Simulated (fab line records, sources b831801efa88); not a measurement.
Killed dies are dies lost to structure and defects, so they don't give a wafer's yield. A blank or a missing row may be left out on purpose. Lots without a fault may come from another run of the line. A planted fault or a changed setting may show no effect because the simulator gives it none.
Which tool did it? | flow sky130 | 15 lots, 45 wafers sampled, at 4 steps of a route of 708

WHAT THE GAUGES READ, wafer by wafer
SKY_POLY_CUT_CD_MEAS_08: target cd 270 nm. Usual: cd_nm 269.6 nm, standard deviation 1.5.
lot  | measured     | on        | cd_nm (nm)        | flag
L357 | day 25 01:05 | cd_sem-01 | 267.4 268.8 269.4 |
L359 | day 25 16:31 | cd_sem-02 | 270.5 271.0 270.5 |
L360 | day 25 22:44 | cd_sem-01 | 268.1 266.1 267.5 |
L364 | day 27 12:35 | cd_sem-02 | 268.4 268.8 270.4 |
L366 | day 28 07:04 | cd_sem-02 | 272.0 270.5 270.8 |
L367 | day 28 08:41 | cd_sem-02 | 271.0 270.5 270.0 |
L368 | day 28 16:53 | cd_sem-01 | 269.4 270.4 269.5 |
L369 | day 29 03:33 | cd_sem-01 | 268.5 267.7 269.2 |
L374 | day 30 09:14 | cd_sem-01 | 269.9 267.7 268.1 |
L375 | day 30 15:49 | cd_sem-01 | 269.1 269.1 269.3 |
L376 | day 31 00:04 | cd_sem-01 | 270.8 270.4 270.8 |
L377 | day 31 06:16 | cd_sem-02 | 270.3 269.5 270.3 |
L378 | day 31 11:53 | cd_sem-01 | 271.8 271.6 271.6 |
L379 | day 31 15:56 | cd_sem-01 | 270.5 271.1 272.1 |
L380 | day 32 06:30 | cd_sem-02 | 270.6 269.5 271.6 |

SKY_LOCAL_INTERCONNECT_THK_MEAS_02: measures by xrf. Usual: LOCAL_INTERCONNECT_TIN_THK 98.7 nm, standard deviation 1.4.
lot  | measured     | on            | LOCAL_INTERCONNECT_TIN_THK (nm) | flag
L357 | day 29 23:29 | film_metro-04 | 97.3 96.8 97.0                  |
L359 | day 30 14:47 | film_metro-04 | 99.9 99.6 98.8                  |
L360 | day 30 23:10 | film_metro-02 | 100.7 101.1 98.3                |
L364 | day 32 09:32 | film_metro-01 | 98.6 98.0 97.7                  |
L366 | day 33 04:34 | film_metro-01 | 97.3 98.1 98.4                  |
L374 | day 35 03:01 | film_metro-01 | 98.0 97.8 96.8                  |
L375 | day 35 10:08 | film_metro-01 | 97.9 98.6 98.3                  |
L376 | day 35 16:29 | film_metro-04 | 99.5 99.1 98.2                  |
L377 | day 35 22:42 | film_metro-01 | 98.7 97.9 97.6                  |
L378 | day 36 04:23 | film_metro-02 | 98.6 100.6 98.4                 |
L379 | day 36 13:05 | film_metro-04 | 97.0 98.3 98.7                  |
L380 | day 36 23:45 | film_metro-04 | 97.1 97.4 97.8                  |

WHICH TOOL RAN EACH LOT (tool, then ch and the chambers of the sampled wafers, then the start)
lot  | SKY_POLY_CUT_STRIP_12                | SKY_LI_CONTACT_PEB_10
L357 | plasma_asher-02 ch 0,1, day 25 01:20 | litho_track-01 ch 0, day 29 21:00
L359 | plasma_asher-04 ch 0,1, day 25 16:43 | litho_track-02 ch 0, day 30 12:00
L360 | plasma_asher-01 ch 0,1, day 25 22:58 | litho_track-01 ch 0, day 30 21:00
L364 | plasma_asher-02 ch 0,1, day 27 12:50 | litho_track-04 ch 0, day 32 07:00
L366 | plasma_asher-02 ch 0,1, day 28 07:18 | litho_track-04 ch 0, day 33 02:00
L367 | plasma_asher-02 ch 0,1, day 28 08:55 | litho_track-02, day 33 04:00
L368 | plasma_asher-01 ch 0,1, day 28 17:07 | litho_track-01, day 33 11:00
L369 | plasma_asher-04 ch 0,1, day 29 03:46 | litho_track-01, day 33 21:00
L374 | plasma_asher-01 ch 0,1, day 30 09:29 | litho_track-02 ch 0, day 35 01:00
L375 | plasma_asher-02 ch 0,1, day 30 16:02 | litho_track-02 ch 0, day 35 07:00
L376 | plasma_asher-02 ch 0,1, day 31 00:18 | litho_track-04 ch 0, day 35 14:00
L377 | plasma_asher-02 ch 0,1, day 31 06:29 | litho_track-01 ch 0, day 35 20:00
L378 | plasma_asher-04 ch 0,1, day 31 12:07 | litho_track-04 ch 0, day 36 02:00
L379 | plasma_asher-01 ch 0,1, day 31 16:11 | litho_track-01 ch 0, day 36 11:00
L380 | plasma_asher-04 ch 0,1, day 32 06:43 | litho_track-02 ch 0, day 36 21:00
- SKY_POLY_CUT_STRIP_12: strips in O2/N2.
- SKY_LI_CONTACT_PEB_10

WHAT THE TOOLS THEMSELVES READ (means of the sampled wafers that have a number; where no wafer has one, the mark that the record gives instead)
SKY_POLY_CUT_STRIP_12. Usual: drypump_motor_current_A 5.7 A, standard deviation 0.31; oes_product_au 0.452 a.u., standard deviation 0.0041; strip_time_to_endpoint_s 5.360 s, standard deviation 0.019.
lot  | tool            | drypump_motor_current_A (A) | oes_product_au (a.u.) | strip_time_to_endpoint_s (s) | flag
L357 | plasma_asher-02 | 5.8                         | 0.452                 | 5.390                        |
L359 | plasma_asher-04 | 5.9                         | 0.447                 | 5.363                        |
L360 | plasma_asher-01 | 5.2                         | 0.451                 | 5.376                        |
L364 | plasma_asher-02 | 5.8                         | 0.452                 | 5.372                        |
L366 | plasma_asher-02 | 5.8                         | 0.451                 | 5.382                        |
L367 | plasma_asher-02 | 5.8                         | 0.450                 | 5.354                        |
L368 | plasma_asher-01 | 5.2                         | 0.453                 | 5.369                        |
L369 | plasma_asher-04 | 5.9                         | 0.456                 | 5.355                        |
L374 | plasma_asher-01 | 5.2                         | 0.454                 | 5.364                        |
L375 | plasma_asher-02 | 5.9                         | 0.455                 | 5.372                        |
L376 | plasma_asher-02 | 5.8                         | 0.454                 | 5.356                        |
L377 | plasma_asher-02 | 5.8                         | 0.455                 | 5.356                        |
L378 | plasma_asher-04 | 5.9                         | 0.452                 | 5.374                        |
L379 | plasma_asher-01 | 5.2                         | 0.453                 | 5.368                        |
L380 | plasma_asher-04 | 5.9                         | 0.457                 | 5.335                        |

SKY_LI_CONTACT_PEB_10. Usual: exhaust_pa 45.0 Pa, standard deviation 0.89.
lot  | tool           | exhaust_pa (Pa) | flag
L357 | litho_track-01 | 44.3            |
L359 | litho_track-02 | 44.4            |
L360 | litho_track-01 | 44.7            |
L364 | litho_track-04 | 44.9            |
L366 | litho_track-04 | 44.9            |
L367 | litho_track-02 | -               | OFF
L368 | litho_track-01 | -               | OFF
L369 | litho_track-01 | -               | OFF
L374 | litho_track-02 | 45.1            |
L375 | litho_track-02 | 44.6            |
L376 | litho_track-04 | 44.1            |
L377 | litho_track-01 | 45.2            |
L378 | litho_track-04 | 44.8            |
L379 | litho_track-01 | 43.4            |
L380 | litho_track-02 | 45.8            |

THE ANSWER, worked out from the rows above alone
Rule: a lot is off if the mean of its wafers that have a number lies more than 3 standard deviations from the usual mean. A lot without any number at a reading at which 4 lots or more have one is off too. The other lots that the step has rows for count as sound. The gauges are gone through in route order, then the tools' own readings, and for those a lot's mean is taken as printed above. The first step at which some lot is off is used, and at that step the reading that is off furthest; a lot without a number counts as furthest.
Off: L367, L368, L369, at SKY_LI_CONTACT_PEB_10 (exhaust_pa). Without a number there: L367, L368, L369.
A tool fits if, at that step or a process step before it, it ran every lot that is off, and no sound lot after the first of them. None of those tried fits.

WHAT THE SIMULATOR HAD PUT IN
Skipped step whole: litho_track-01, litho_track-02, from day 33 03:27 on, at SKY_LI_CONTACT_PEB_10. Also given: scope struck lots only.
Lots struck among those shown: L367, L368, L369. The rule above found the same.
